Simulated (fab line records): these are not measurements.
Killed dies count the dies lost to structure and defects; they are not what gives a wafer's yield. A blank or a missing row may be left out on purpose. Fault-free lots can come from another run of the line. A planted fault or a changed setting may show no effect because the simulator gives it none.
A lot that was struck, set against a sound lot / flow sfq_line / 21 out of 325 route steps
Sound: wafers L939.2, L939.3, L939.5. Struck: wafer L948.5 (left out: L948.4, L948.6 of the same lot, which were not struck); the cause appears at the end.
Per side, at each step with rows, come the tool, then ch with its chambers, and then its first start. Under that, the readings that differ: sound wafers / struck wafers / difference of the means / sigmas: that difference in standard deviations of wafers without a fault.
alike: readings with means less than 2 such deviations apart, plus words and numbers identical on both sides. not compared: withheld readings, readings lacking a value on some wafer, bounds such as >300 that could conceal the same value, and numbers that have no deviation in the record and whose values overlap.
The two part at a step that has a row with sigmas, a row that says differs or no value, or rows on one side only. When numbers do not overlap yet have no deviation, they are printed without sigmas and do not part them. A reading missing from all wafers of one side parts the sides only when that side holds two or more wafers.

first, 3 steps without rows for these wafers: SFQ_TRILAYER_M4_LITHO_EXPOSE_094 (exposes mask M4, target cd 500 nm); SFQ_TRILAYER_M4_LITHO_PEB_096 (peb time 60 s); SFQ_TRILAYER_M4_LITHO_DEVELOP_095 (time 60 s).
SFQ_M4_OVL_MEAS_926:
  sound: overlay-01 at day 54 14:03; struck: overlay-02 at day 59 16:31
  alike: M4_OVL
then, 2 steps without rows for these wafers: SFQ_TRILAYER_M4_BARC_OPEN_METAL_ETCH_123 (etches BARC in O2, target depth 125 nm, time 41.7 s); SFQ_TRILAYER_M4_ETCH_METAL_ETCH_096 (etches Nb in Cl2/Ar, stops on SiO2, target depth 240 nm, time 120 s).
SFQ_TRILAYER_M4_STRIP_STRIP_097: strips in O2.
  sound on rie_metal-03 ch 0, day 54 14:39; struck on rie_metal-04 ch 1, day 59 16:55
  alike: drypump_motor_current_A, oes_product_au
  not compared: rf_hours_counter_h
then, 1 step without rows for these wafers: SFQ_TRILAYER_M4_STRIP_SOLV_CLEAN_098 (cleans in NMP, time 600 s).
SFQ_TRILAYER_I4_DEP_PECVD_099: deposits SiO2 from SiH4/N2O, time 111.11 s, target thk 500 nm.
  sound on pecvd-01 ch 0,2, day 54 15:50; struck on pecvd-03 ch 0, day 59 17:37
  alike: heater_power_w, showerhead_vpp_V, throttle_valve_pct
SFQ_TRILAYER_I4_CMP_CMP_100: polishes SiO2.
  sound on cmp-01 ch 0,1,3, day 54 15:54; struck on cmp-01 ch 1, day 60 03:22
  alike: motor_current_A, platen_rpm, time_to_endpoint_s
SFQ_I4_BOW_MEAS_927:
  sound: film_metro-02 at day 54 18:55; struck: film_metro-04 at day 60 04:26
  alike: I4_BOW
SFQ_TRILAYER_I4_METRO_MEASURE_101:
  sound: film_metro-02 at day 54 19:13; struck: film_metro-04 at day 60 05:05
  alike: thk_nm
SFQ_TRILAYER_I4_VIA_LITHO_COAT_108: resist thk 62 nm.
  sound on litho_track-04 ch 0, day 54 20:16; struck on litho_track-04 ch 0, day 60 05:50
reading=chill_plate_temp_C (C); sound=23.01 22.93 23.00; struck=23.24; difference=+0.26; sigmas=+3
reading=model.BARC_of_TRILAYER_I4_VIA_LITHO_COAT_108.thk_nm (nm); sound=62.2 62.27 62.04; struck=58.59; difference=-3.58; sigmas=
then, 5 steps without rows for these wafers: SFQ_TRILAYER_I4_VIA_LITHO_COAT_103 (resist thk 650 nm); SFQ_TRILAYER_I4_VIA_LITHO_SOFTBAKE_107; SFQ_TRILAYER_I4_VIA_LITHO_EXPOSE_104 (exposes mask I4, target cd 700 nm); SFQ_TRILAYER_I4_VIA_LITHO_PEB_106 (peb time 60 s); SFQ_TRILAYER_I4_VIA_LITHO_DEVELOP_105 (time 60 s).
-- the record jumps here: 4 days lie between the struck wafers' starts before and after --
SFQ_I4_OVL_MEAS_928:
  sound: overlay-02 at day 60 02:06; struck: overlay-01 at day 64 15:41
  alike: I4_OVL
SFQ_TRILAYER_I4_VIA_BARC_OPEN_VIA_ETCH_146: etches BARC in O2, target depth 125 nm, time 41.7 s.
  sound on rie_diel-03 ch 1,2,3, day 60 02:08; struck on rie_diel-03 ch 3, day 64 15:42
reading=oes_product_au (a.u.); sound=0.683 0.684 0.681; struck=0.668; difference=-0.015; sigmas=-3
reading=model.etch.depth_nm (nm); sound=62.2 62.27 62.04; struck=58.59; difference=-3.58; sigmas=
  alike: drypump_motor_current_A
  not compared: rf_hours_counter_h
SFQ_TRILAYER_I4_VIA_ETCH_VIA_ETCH_106: etches SiO2 in CHF3, stops on Nb, target depth 260 nm.
  sound on rie_diel-03 ch 1,2,3, day 60 02:10; struck on rie_diel-03 ch 3, day 64 15:44
  alike: drypump_motor_current_A, oes_product_au

## WHERE THEY PART
First at SFQ_TRILAYER_I4_VIA_LITHO_COAT_108; last, within this record, at SFQ_TRILAYER_I4_VIA_BARC_OPEN_VIA_ETCH_146. Later steps at which nothing parts them and some readings are alike: SFQ_TRILAYER_I4_VIA_ETCH_VIA_ETCH_106.

WHY: whatever the simulator had introduced
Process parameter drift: litho_track-04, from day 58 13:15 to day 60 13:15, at SFQ_TRILAYER_I4_VIA_LITHO_COAT_108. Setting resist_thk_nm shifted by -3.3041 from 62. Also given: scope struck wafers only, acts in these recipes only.
